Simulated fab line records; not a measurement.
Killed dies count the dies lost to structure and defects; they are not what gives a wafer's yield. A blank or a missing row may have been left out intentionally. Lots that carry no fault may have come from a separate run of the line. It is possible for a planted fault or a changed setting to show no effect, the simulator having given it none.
fab line records | flow sky130
record: lots: 6 wafers: 18 lastDay: 49
route steps=708 shown LI_CONTACT@371 LOCAL_INTERCONNECT@387 PAD_OPEN@708
lots that met no fault: from a run of the same line without faults
startH: hours from the record's opening day to when the first of the lot's shown wafers began | waitH: hours from the lot's prior step to this one | " unchanged from the row above | L1.1+2: a single row standing in for several wafers | - no value, or no start was given | * or withheld: withheld | < > ~ a bound
route shown NAME@n: names a module that has steps shown in the file, with the first one's number in the route | usual: the fault-free wafers' mean and standard deviation | same: alike in all rows | chamber/n: place in a boat | sites: each site's reading | _std_site: standard deviation of those values | _edge_site: the outer-site mean with the inner-site mean subtracted | radiusMm: for every site, how far away it sits from the centre of the wafer | mask NAME#n: copy n | behind: the last tool/chamber to shape the wafer | hold: why the lot went on hold/how many hours it stayed there/how the hold came to an end | device: the n, p or np transistor that did not switch | end of line: tests of these same wafers at the route's end | a step with no rows: only its recipe | killed: dies that structure and defects cost at the first sort, which is not the same as the wafer's yield | map: a wafer's dies, marking killed ones x, the rest . and places with no die _
set.NAME: the setting the step ran with; set.NAME@STEP: the setting that earlier step ran with | model.NAME: the simulator's own value behind a step, which no gauge read
lots at some steps of the route; a table a step, a row a wafer
services: when a tool's chamber went out of use (startH, in hours from the record's first day, below 0 if earlier), for how many hours, and the reason
== steps ==
step: SKY_LI_CONTACT_EXPOSE_09
recipe: maskId: LICM1 na: 0.8 sourceShape: annular sigmaInner: 0.55 sigmaOuter: 0.85 targetCdNm: 170 doseMj: 38
step: SKY_LI_CONTACT_PEB_10
recipe: pebTempC: withheld pebTimeS: withheld resist: KrF-thick
step: SKY_LI_CONTACT_DEVELOP_11
recipe: developTimeS: 60 resist: KrF-thick devTempC: 21
step: SKY_LI_CONTACT_CD_MEAS_12
recipe: targetCdNm: 170
usual: cdNm: 170.0/1.4
columns lot.wafer tool chamber startH waitH cdNm
L707.2 cdSem-01 - 733.43 - 169.5
L707.3 " - " " 168.2
L707.5 " - " " 168.6
L710.1 cdSem-02 - 766.46 - 168.3
L710.3 " - " " 169.3
L710.6 " - " " 168.9
L715.1 cdSem-01 - 800.64 - 169.1
L715.4 " - " " 167.5
L715.5 " - " " 167.7
L717.2 cdSem-02 - 805.21 - 170.7
L717.3 " - " " 171.2
L717.6 " - " " 170.7
L716.3 cdSem-01 - 809.68 - 169.4
L716.5 " - " " 169.2
L716.6 " - " " 169.7
L718.2 cdSem-02 - 814.21 - 172.0
L718.4 " - " " 170.4
L718.6 " - " " 173.1
step: SKY_LI_CONTACT_OVL_MEAS_13
usual: LI_CONTACT_OVL: 2/4.8
columns lot.wafer tool chamber startH waitH LI_CONTACT_OVL[nm]
L707.2 overlay-02 - 733.53 0.1 2
L707.3 " - " " -5
L707.5 " - " " -9
L710.1 overlay-01 - 766.58 0.1 2
L710.3 " - " " 3
L710.6 " - " " 0
L715.1 overlay-02 - 800.76 0.1 3
L715.4 " - " " -5
L715.5 " - " " 1
L717.2 overlay-02 - 805.32 0.1 -8
L717.3 " - " " -13
L717.6 " - " " -3
L716.3 overlay-01 - 809.77 0.1 5
L716.5 " - " " 13
L716.6 " - " " 11
L718.2 overlay-02 - 814.32 0.1 5
L718.4 " - " " 0
L718.6 " - " " 4
step: SKY_LI_CONTACT_ETCH_14
recipe: chemistry: N2/H2 target: BARC ionEnergyEv: 200 sourceW: 500 biasW: 100 pressureMtorr: 30 n2FlowSccm: 100 h2FlowSccm: 200 stopOn: SiO2 timeS: 45.9 targetDepthA: 600
step: SKY_LI_CONTACT_ETCH_15
recipe: target: PSG chemistry: C4F8/O2/Ar stopOn: Si taperDeg: 4.15 maskMaterial: KrF-thick sourceW: 1500 biasW: 1200 pressureMtorr: 40 c4f8FlowSccm: withheld O2_flow_sccm: 6 Ar_flow_sccm: 300 timeS: withheld targetDepthA: 6000
usual: oesProductAu: 0.836/0.0046
columns lot.wafer tool chamber startH waitH oesProductAu
L707.2 rieDiel-02 3 733.60 0.0 0.834
L707.3 " 2 " " 0.838
L707.5 " 0 " " 0.835
L710.1 rieDiel-02 3 766.65 0.0 0.834
L710.3 " 0 " " 0.834
L710.6 " 2 " " 0.841
L715.1 rieDiel-02 1 800.86 0.0 0.831
L715.4 " 1 " " 0.835
L715.5 " 2 " " 0.835
L717.2 rieDiel-01 1 805.39 0.0 0.838
L717.3 " 2 " " 0.832
L717.6 " 2 " " 0.840
L716.3 rieDiel-04 0 809.90 0.1 0.837
L716.5 " 0 " " 0.840
L716.6 " 2 " " 0.834
L718.2 rieDiel-02 0 814.39 0.0 0.836
L718.4 " 3 " " 0.838
L718.6 " 2 " " 0.839
step: SKY_LI_CONTACT_STRIP_16
recipe: chemistry: O2/N2 powerW: 1400 pressureMtorr: 1500 platenTempC: withheld o2FlowSccm: 3000 n2FlowSccm: 300 overashFraction: 0.5
usual: drypumpMotorCurrentA: 5.8/0.54 o2FlowSccm: 3000/8 oesProductAu: 0.375/0.0046 stripTimeToEndpointS: 3.50/0.032
same: overashFraction: 0.5
columns lot.wafer tool chamber startH waitH drypumpMotorCurrentA o2FlowSccm oesProductAu rfHoursCounterH stripTimeToEndpointS
L707.2 plasmaAsher-02 0 733.69 - 6.7 2996 0.373 61 3.54
L707.3 " 1 " " 5.7 2994 0.376 - 3.51
L707.5 " 0 " " 6.7 3016 0.370 - 3.49
L710.1 plasmaAsher-03 1 766.74 - 5.6 3008 0.371 2 3.50
L710.3 " 0 " " 6.2 2995 0.366 - 3.45
L710.6 " 1 " " 5.6 2994 0.373 - 3.51
L715.1 plasmaAsher-04 0 800.99 - 5.0 3002 0.371 98 3.52
L715.4 " 0 " " 5.0 3008 0.381 - 3.54
L715.5 " 1 " " 5.9 3004 0.378 - 3.49
L717.2 plasmaAsher-03 1 805.48 - 5.5 3000 0.367 6 3.47
L717.3 " 0 " " 6.2 3001 0.375 - 3.48
L717.6 " 0 " " 6.2 2995 0.369 - 3.48
L716.3 plasmaAsher-02 0 810.02 - 6.6 2986 0.376 - 3.50
L716.5 " 0 " " 6.6 2990 0.373 - 3.50
L716.6 " 1 " " 5.7 3009 0.379 - 3.56
L718.2 plasmaAsher-04 1 814.48 - 5.9 2996 0.370 99 3.41
L718.4 " 0 " " 5.0 3005 0.375 - 3.47
L718.6 " 0 " " 5.0 3004 0.378 - 3.50
step: SKY_LI_CONTACT_CLEAN_17
recipe: chemistry: NMP timeS: 600 tempC: 60 dry: n2Spin
step: SKY_LI_CONTACT_PRE_CLEAN_18
recipe: gas: Ar timeS: 5.6 biasV: 358
step: SKY_LI_CONTACT_SPUTTER_19
recipe: material: Ti targetThkNm: 20 chamberPressurePa: 5 powerW: 2500 substrateTempC: 200 timeS: 106.37
usual: throttleValvePct: 29.7/1.2
columns lot.wafer tool chamber startH waitH throttleValvePct
L707.2 pvdSputter-02 - 733.98 0.0 29.9
L707.3 " - " " 29.2
L707.5 " - " " 29.4
L710.1 pvdSputter-01 - 767.07 0.0 30.2
L710.3 " - " " 29.5
L710.6 " - " " 30.1
L715.1 pvdSputter-01 - 801.29 0.0 29.5
L715.4 " - " " 30.1
L715.5 " - " " 30.0
L717.2 pvdSputter-01 - 805.77 0.0 29.5
L717.3 " - " " 31.9
L717.6 " - " " 29.4
L716.3 pvdSputter-04 - 810.30 0.0 29.1
L716.5 " - " " 29.1
L716.6 " - " " 27.3
L718.2 pvdSputter-01 - 814.77 0.0 29.9
L718.4 " - " " 29.6
L718.6 " - " " 30.0
step: SKY_LI_CONTACT_SPUTTER_20
recipe: material: TiN targetThkNm: 20 chamberPressurePa: 5 powerW: 4000 timeS: 80
usual: throttleValvePct: 29.7/1.2
columns lot.wafer tool chamber startH waitH throttleValvePct
L707.2 pvdSputter-02 - 734.06 0.0 30.0
L707.3 " - " " 29.2
L707.5 " - " " 29.1
L710.1 pvdSputter-01 - 767.14 0.0 30.0
L710.3 " - " " 29.3
L710.6 " - " " 30.2
L715.1 pvdSputter-01 - 801.36 0.0 29.3
L715.4 " - " " 29.8
L715.5 " - " " 30.0
L717.2 pvdSputter-01 - 805.85 0.0 29.4
L717.3 " - " " 32.0
L717.6 " - " " 30.0
L716.3 pvdSputter-04 - 810.38 0.0 29.0
L716.5 " - " " 29.0
L716.6 " - " " 27.1
L718.2 pvdSputter-01 - 814.85 0.0 29.9
L718.4 " - " " 29.5
L718.6 " - " " 30.2
step: SKY_LI_CONTACT_CVD_21
recipe: material: W targetThkNm: 400 timeS: 120.56 tempC: 400 pressureTorr: 40
usual: heaterPowerW: 832/42
columns lot.wafer tool chamber startH waitH heaterPowerW model.W_of_LI_CONTACT_CVD_21.thkNm
L707.2 cvdW-02 0 734.12 0.0 848 408.2
L707.3 " 1 " " 859 401.6
L707.5 " 0 " " 830 409.6
L710.1 cvdW-01 1 767.20 0.0 772 401.1
L710.3 " 1 " " 769 401.6
L710.6 " 0 " " 792 405.8
L715.1 cvdW-02 0 801.42 0.0 861 397.6
L715.4 " 1 " " 864 588.6
L715.5 " 0 " " 825 395.1
L717.2 cvdW-01 1 805.95 0.1 744 398.6
L717.3 " 1 " " 763 403.5
L717.6 " 1 " " 748 401.6
L716.3 cvdW-02 1 810.48 0.1 870 592.8
L716.5 " 0 " " 854 405.4
L716.6 " 1 " " 878 597.6
L718.2 cvdW-01 1 814.91 0.0 764 391.7
L718.4 " 1 " " 785 401.3
L718.6 " 0 " " 824 403.6
step: SKY_LI_CONTACT_RS_MEAS_22
recipe: thkMeasGauge: four-point-probe reads: W_of_LI_CONTACT_CVD_21+TiN_of_LI_CONTACT_SPUTTER_20+Ti_of_LI_CONTACT_SPUTTER_19
usual: LI_CONTACT_W_RS: 0.285/0.004
columns lot.wafer tool chamber startH waitH LI_CONTACT_W_RS[ohm/sq]
L707.2 filmMetro-01 - 734.27 0.1 0.278
L707.3 " - " " 0.283
L707.5 " - " " 0.278
L710.1 filmMetro-01 - 767.33 0.1 0.284
L710.3 " - " " 0.283
L710.6 " - " " 0.280
L715.1 filmMetro-01 - 801.55 0.1 0.286
L715.4 " - " " 0.193
L715.5 " - " " 0.288
L717.2 filmMetro-03 - 806.18 0.2 0.286
L717.3 " - " " 0.282
L717.6 " - " " 0.284
L716.3 filmMetro-01 - 810.60 0.1 0.192
L716.5 " - " " 0.281
L716.6 " - " " 0.190
L718.2 filmMetro-03 - 815.05 0.1 0.291
L718.4 " - " " 0.284
L718.6 " - " " 0.282
step: SKY_LI_CONTACT_THK_MEAS_23
recipe: thkMeasGauge: xrf reads: W_of_LI_CONTACT_CVD_21
usual: LI_CONTACT_W_THK: 396/6.8
columns lot.wafer tool chamber startH waitH LI_CONTACT_W_THK[nm]
L707.2 filmMetro-01 - 734.38 0.1 403
L707.3 " - " " 397
L707.5 " - " " 407
L710.1 filmMetro-01 - 767.45 0.1 394
L710.3 " - " " 397
L710.6 " - " " 399
L715.1 filmMetro-01 - 801.67 0.1 390
L715.4 " - " " -
L715.5 " - " " 389
L717.2 filmMetro-03 - 806.29 0.1 402
L717.3 " - " " 404
L717.6 " - " " 401
L716.3 filmMetro-01 - 810.70 0.1 -
L716.5 " - " " 398
L716.6 " - " " -
L718.2 filmMetro-03 - 815.16 0.1 392
L718.4 " - " " 404
L718.6 " - " " 404
step: SKY_LI_CONTACT_CMP_24
recipe: stopOn: PSG tOverpolishS: 20 downForcePsi: 3.5 platenRpm: 60 targetThkNm: 0 padVelocityMS: 0.94248
usual: motorCurrentA: 10.9/1.2 timeToEndpointS: 93/3.8
columns lot.wafer tool chamber startH waitH motorCurrentA timeToEndpointS
L707.2 cmp-02 0 734.53 0.1 9.8 94
L707.3 " 1 " " 10.7 95
L707.5 " 2 " " 9.3 93
L710.1 cmp-01 1 767.51 0.1 12.3 96
L710.3 " 3 " " 12.5 95
L710.6 " 2 " " 11.5 96
L715.4 cmp-01 1 801.83 0.1 12.6 136
L715.1 " 2 " " 11.7 88
L715.5 " 0 " " 9.5 90
L717.2 cmp-02 1 806.39 0.1 10.4 90
L717.3 " 3 " " 11.2 94
L717.6 " 0 " " 10.0 91
L716.3 cmp-02 2 810.79 0.1 10.3 139
L716.6 " 1 " " 10.5 143
L716.5 " 2 " " 9.9 95
L718.4 cmp-01 0 815.21 0.0 8.9 95
L718.2 " 1 " " 11.9 90
L718.6 " 0 " " 8.7 93
step: SKY_LOCAL_INTERCONNECT_SPUTTER_00
recipe: material: TiN targetThkNm: 100 tempC: 300 powerW: 6500 timeS: 83.3 chamberPressurePa: 0.4
usual: throttleValvePct: 29.8/1.2
columns lot.wafer tool chamber startH waitH throttleValvePct
L707.2 pvdSputter-03 - 734.73 0.1 29.7
L707.3 " - " " 31.2
L707.5 " - " " 30.4
L710.1 pvdSputter-01 - 767.81 0.2 30.1
L710.3 " - " " 30.1
L710.6 " - " " 29.7
L715.1 pvdSputter-03 - 802.03 0.1 30.1
L715.4 " - " " 30.5
L715.5 " - " " 31.6
L717.2 pvdSputter-02 - 806.64 0.2 29.1
L717.3 " - " " 29.5
L717.6 " - " " 29.3
L716.3 pvdSputter-01 - 811.04 0.2 32.2
L716.5 " - " " 29.9
L716.6 " - " " 32.1
L718.2 pvdSputter-02 - 815.51 0.2 29.7
L718.4 " - " " 30.0
L718.6 " - " " 28.9
step: SKY_PAD_OPEN_PROBE_99
usual: killed_at_M0_to_M3: 44/6.5 killed_at_M4_up: 3.3/1.9 killedAtContacts: 24/5.3 killedAtFrontEnd: 15/4.5 killedAtOther: 0.3/0.58 killedDies: 87/9.3 killedOpen: 48/6.6 killedShort: 39/6.1
same: grossDies: 492 killedAtBackSide: 0
columns lot.wafer tool chamber startH waitH killed_at_M0_to_M3 killed_at_M4_up killedAtContacts killedAtFrontEnd killedAtOther killedDies killedOpen killedShort
L707.2 prober-01 - 1115.84 0.1 46 0 25 15 1 87 52 35
L707.3 prober-01 - 1115.89 0.2 32 5 30 15 1 83 42 41
L707.5 prober-01 - 1115.99 0.2 53 3 31 17 0 104 59 45
L715.1 prober-02 - 1165.89 0.1 41 2 28 21 0 92 50 42
L715.4 prober-02 - 1166.04 0.2 43 3 23 12 1 82 42 40
L715.5 prober-02 - 1166.09 0.2 41 4 19 20 0 84 52 32
L717.2 prober-01 - 1168.28 0.1 45 4 24 16 1 90 57 33
L717.3 prober-01 - 1168.33 0.2 31 3 23 16 1 74 36 38
L717.6 prober-01 - 1168.48 0.2 51 2 28 17 0 98 50 48
L716.3 prober-02 - 1170.75 0.2 53 4 29 14 0 100 52 48
L716.5 prober-02 - 1170.85 0.2 38 2 26 13 0 79 36 43
L716.6 prober-02 - 1170.90 0.2 45 10 23 10 0 88 36 52
L718.6 prober-01 - 1175.13 0.2 33 4 25 19 0 81 41 40
killed by level:class
L707.2 VIA1:geometricParticle:open=12 CONTACT:geometricParticle:open=10 LI_CONTACT:geometricParticle:open=8 VIA2:geometricParticle:open=8 METAL2:geometricParticle:short=6 VIA2:geometricParticle:short=6 FIELD_ISO:geometricParticle:short=4 VIA1:geometricParticle:short=4
L707.3 VIA2:geometricParticle:open=9 CONTACT:geometricParticle:open=8 CONTACT:geometricParticle:short=8 LI_CONTACT:geometricParticle:open=7 FIELD_ISO:geometricParticle:open=5 METAL1:geometricParticle:short=5 VIA1:geometricParticle:short=5 LOCAL_INTERCONNECT:geometricParticle:short=4
L707.5 VIA1:geometricParticle:open=13 CONTACT:geometricParticle:open=11 LI_CONTACT:geometricParticle:open=9 VIA3:geometricParticle:open=8 VIA1:geometricParticle:short=6 FIELD_ISO:geometricParticle:short=5 FIELD_ISO:geometricParticle:open=5 POLY_GATE:geometricParticle:short=5
L715.1 CONTACT:geometricParticle:open=11 VIA1:geometricParticle:open=9 METAL1:geometricParticle:short=7 CONTACT:geometricParticle:short=6 VIA2:geometricParticle:open=6 METAL2:geometricParticle:short=6 POLY_GATE:geometricParticle:short=5 LI_CONTACT:geometricParticle:open=5
L715.4 VIA1:geometricParticle:open=13 VIA3:geometricParticle:open=7 CONTACT:geometricParticle:short=7 CONTACT:geometricParticle:open=7 LI_CONTACT:geometricParticle:open=5 POLY_GATE:geometricParticle:short=4 VIA3:geometricParticle:short=4 METAL1:geometricParticle:short=4
L715.5 VIA1:geometricParticle:open=10 FIELD_ISO:geometricParticle:open=10 CONTACT:geometricParticle:open=9 METAL2:geometricParticle:short=7 VIA3:geometricParticle:open=7 VIA2:geometricParticle:open=5 LI_CONTACT:geometricParticle:open=4 METAL1:geometricParticle:short=4
L717.2 VIA1:geometricParticle:open=15 CONTACT:geometricParticle:open=10 VIA3:geometricParticle:open=8 LI_CONTACT:geometricParticle:open=8 POLY_GATE:geometricParticle:short=6 METAL2:geometricParticle:short=6 FIELD_ISO:geometricParticle:open=3 FIELD_ISO:geometricParticle:short=3
L717.3 LI_CONTACT:geometricParticle:open=6 CONTACT:geometricParticle:open=6 VIA3:geometricParticle:open=6 METAL2:geometricParticle:short=6 VIA1:geometricParticle:open=5 CONTACT:geometricParticle:short=5 METAL1:geometricParticle:short=5 LOCAL_INTERCONNECT:geometricParticle:short=4
L717.6 METAL1:geometricParticle:short=12 CONTACT:geometricParticle:open=12 LI_CONTACT:geometricParticle:open=8 VIA1:geometricParticle:open=7 FIELD_ISO:geometricParticle:short=6 VIA2:geometricParticle:open=6 VIA3:geometricParticle:open=6 VIA2:geometricParticle:short=5
L716.3 VIA1:geometricParticle:open=13 CONTACT:geometricParticle:short=8 VIA3:geometricParticle:open=8 FIELD_ISO:geometricParticle:short=7 CONTACT:geometricParticle:open=7 LI_CONTACT:geometricParticle:open=6 VIA2:geometricParticle:open=6 METAL1:geometricParticle:short=6
L716.5 CONTACT:geometricParticle:open=12 METAL1:geometricParticle:short=9 FIELD_ISO:geometricParticle:short=7 VIA1:geometricParticle:open=7 METAL2:geometricParticle:short=6 LI_CONTACT:geometricParticle:open=5 LOCAL_INTERCONNECT:geometricParticle:short=5 VIA3:geometricParticle:open=4
L716.6 VIA1:geometricParticle:open=13 METAL4:geometricParticle:short=9 VIA1:geometricParticle:short=7 VIA2:geometricParticle:short=7 CONTACT:geometricParticle:short=6 LOCAL_INTERCONNECT:geometricParticle:short=5 FIELD_ISO:geometricParticle:open=4 LI_CONTACT:geometricParticle:short=4
L718.6 FIELD_ISO:geometricParticle:short=7 LI_CONTACT:geometricParticle:open=7 CONTACT:geometricParticle:open=7 VIA1:geometricParticle:open=6 VIA3:geometricParticle:open=6 METAL2:geometricParticle:short=5 FIELD_ISO:geometricParticle:open=4 CONTACT:geometricParticle:short=4
== services ==
columns tool chamber startH hours kind
cvdW-02 - 710.24 2.0 repair
plasmaAsher-03 - 726.85 3.9 repair
cvdW-01 - 728.70 6.0 pm
plasmaAsher-03 - 733.75 9.0 pm
plasmaAsher-03 - 738.77 3.7 repair
rieDiel-04 2 739.08 7.0 repair
cmp-01 - 744.48 4.0 pm
pvdSputter-01 - 746.27 0.8 repair
cmp-01 - 748.48 - consumableReplace:conditioner
cmp-02 - 749.33 2.4 pm
rieDiel-04 - 779.40 14.6 pm
cmp-01 - 785.61 3.7 pm
pvdSputter-01 - 786.95 2.5 repair
pvdSputter-03 - 787.78 8.4 repair
rieDiel-01 2 788.28 7.8 repair
rieDiel-02 3 792.01 9.5 repair
cvdW-01 0 793.91 14.8 repair
rieDiel-02 0 794.33 16.4 repair
pvdSputter-04 - 796.82 4.7 repair
rieDiel-04 1 806.00 5.7 repair
rieDiel-04 3 807.04 5.5 repair
plasmaAsher-03 - 808.35 2.8 pm
pvdSputter-03 - 811.49 1.1 repair
cvdW-02 0 814.37 3.9 repair
== key ==
firstSign: step: SKY_LI_CONTACT_RS_MEAS_22 reading: LI_CONTACT_W_RS direction: down sigmas: 24 usual: 0.285 struck: 0.192
effect: step: SKY_LI_CONTACT_THK_MEAS_23 reading: LI_CONTACT_W_THK direction: missing
effect: step: SKY_LI_CONTACT_CMP_24 reading: timeToEndpointS direction: up sigmas: 12 usual: * struck: *
modelEffect: step: SKY_LI_CONTACT_CVD_21 value: W_of_LI_CONTACT_CVD_21.thkNm without: 398.5 struck: 593
metAt SKY_LI_CONTACT_CVD_21
struckWafers L715.4,L716.3,L716.6
testerLeftOut L715,L716
onsetBetween 734.12 801.42
fault: kind: processParameterDrift tool: cvdW-02 chamber: - onsetH: 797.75 steps: SKY_LI_CONTACT_CVD_21 channel: targetThkNm offset: 194.48 shape: step endH: 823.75 scope: struckWafersOnly actsIn: theseRecipesOnly stated: 400
testerLeftOut: of these lots the tester's yield and bins aren't shown, on N5 and GAA mostly nor the transistor test; their killed dies are dies lost to structure and defects alone, not to doping, threshold or leakage, so they don't give the yield
